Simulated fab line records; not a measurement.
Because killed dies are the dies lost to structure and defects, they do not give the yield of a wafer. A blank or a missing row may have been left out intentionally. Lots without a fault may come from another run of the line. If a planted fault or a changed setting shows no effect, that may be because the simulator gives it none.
Shared-tool check | flow gf180mcu | 14 lots, 48 wafers sampled

## WHAT PROMPTED THE OPENING
GF_HV_LDD_OVL_MEAS_32, reading HV_LDD_02_OVL: flagged on 2 of 14 lots. Wafers without a fault read 0.8 nm, standard deviation 1.4.
Rule: a lot gets a flag if all its wafers with a number sit over 4 standard deviations from that mean, or if no wafer of it has a number. The other lots count as sound.

lot  | measured     | on         | HV_LDD_02_OVL (nm), wafer by wafer        | flag
L358 | day 11 17:50 | overlay-02 | -0.2 0.7 1.7                              | 
L361 | day 12 15:58 | overlay-02 | 0.4 0.2 0.8                               | 
L364 | day 13 20:48 | overlay-01 | -0.8 -1.9 -0.2                            | 
L365 | day 14 05:38 | overlay-01 | -0.9 -2.9 0.8                             | 
L366 | day 14 09:16 | overlay-01 | 1.3 1.3 -0.2                              | 
L367 | day 14 15:27 | overlay-02 | 0.5 0.6 1.9                               | 
L368 | day 14 16:31 | overlay-02 | 2.2 0.2 1.5                               | 
L370 | day 15 09:51 | overlay-01 | 2.5 2.1 3.1                               | 
L372 | day 16 03:24 | overlay-01 | -0.2 -0.2 0.2                             | 
L375 | day 17 03:05 | overlay-01 | -0.2 1.0 1.7                              | 
L377 | day 17 17:18 | overlay-02 | 1.0 3.2 3.2                               | 
L378 | day 17 22:39 | overlay-02 | -119.7 -119.5 -119.6 -120.1 -119.9 -120.5 | FLAGGED
L379 | day 18 09:39 | overlay-02 | -122.0 -122.4 -122.4 -122.4 -122.5 -122.6 | FLAGGED
L381 | day 18 20:17 | overlay-02 | 0.8 1.4 0.2                               | 
On average the flagged lots' numbers are -121.1 nm, which is -121.9 nm against the usual, or -87 standard deviations.

## LOT BY LOT: THE TOOL USED
The record holds 1 process step before the reading, out of a route of 602 steps. Every cell lists first the tool, next ch and the chambers used by the sampled wafers, and last the start.
lot  | flag    | GF_HV_LDD_EXPOSE_28
L358 |         | ilineStepper-02 ch 0, day 11 08:29
L361 |         | ilineStepper-02 ch 0, day 12 06:21
L364 |         | ilineStepper-01 ch 0, day 13 11:13
L365 |         | ilineStepper-01 ch 0, day 13 18:44
L366 |         | ilineStepper-02 ch 0, day 13 22:44
L367 |         | ilineStepper-02 ch 0, day 14 05:13
L368 |         | ilineStepper-02 ch 0, day 14 06:25
L370 |         | ilineStepper-02 ch 0, day 14 23:11
L372 |         | ilineStepper-01 ch 0, day 15 16:25
L375 |         | ilineStepper-01 ch 0, day 16 15:55
L377 |         | ilineStepper-02 ch 0, day 17 06:02
L378 | FLAGGED | ilineStepper-01 ch 0, day 17 11:22
L379 | FLAGGED | ilineStepper-01 ch 0, day 17 21:55
L381 |         | ilineStepper-02 ch 0, day 18 08:32
What the steps here do:
- GF_HV_LDD_EXPOSE_28: exposes mask Nplus HV AREA, target cd 400 nm.
- GF_HV_LDD_OVL_MEAS_32

## FLAGGED AGAINST TOTAL, ONE TOOL AT A TIME (gauges that did the reading follow at the end)
step                  | tool            | lots run | flagged | share of the flagged lots | sound lots run after its first flagged lot
GF_HV_LDD_EXPOSE_28   | ilineStepper-01 | 6        | 2       | all                       | 0
GF_HV_LDD_EXPOSE_28   | ilineStepper-02 | 8        | 0       | none                      | -
GF_HV_LDD_OVL_MEAS_32 | overlay-01      | 6        | 0       | none                      | -
GF_HV_LDD_OVL_MEAS_32 | overlay-02      | 8        | 2       | all                       | 1 (L381)

## WHAT THE TABLE PERMITS
Table rows that saw every flagged lot: 2, namely ilineStepper-01 at GF_HV_LDD_EXPOSE_28 and overlay-02 at GF_HV_LDD_OVL_MEAS_32.
- ilineStepper-01 at GF_HV_LDD_EXPOSE_28: 2 of its 6 lots flagged. A fault beginning between L375 (day 16 15:55), its last sound lot, and L378 (day 17 11:22), its first flagged one, fits the data.
- overlay-02 at GF_HV_LDD_OVL_MEAS_32: 2 of its 8 lots flagged. Sound lots ran on it after the first flagged one (L381), which a lasting fault on the whole tool wouldn't allow.
What remains is a single tool, ilineStepper-01 at GF_HV_LDD_EXPOSE_28.

## WHAT THE SIMULATOR PUT IN
Scanner matching overlay: ilineStepper-01, from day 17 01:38 on, at GF_HV_LDD_EXPOSE_28. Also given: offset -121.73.
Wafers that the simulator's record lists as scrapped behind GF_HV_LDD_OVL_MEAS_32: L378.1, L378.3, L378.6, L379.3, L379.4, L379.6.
Lots struck among those shown: L378, L379. The rule above reached the same finding.
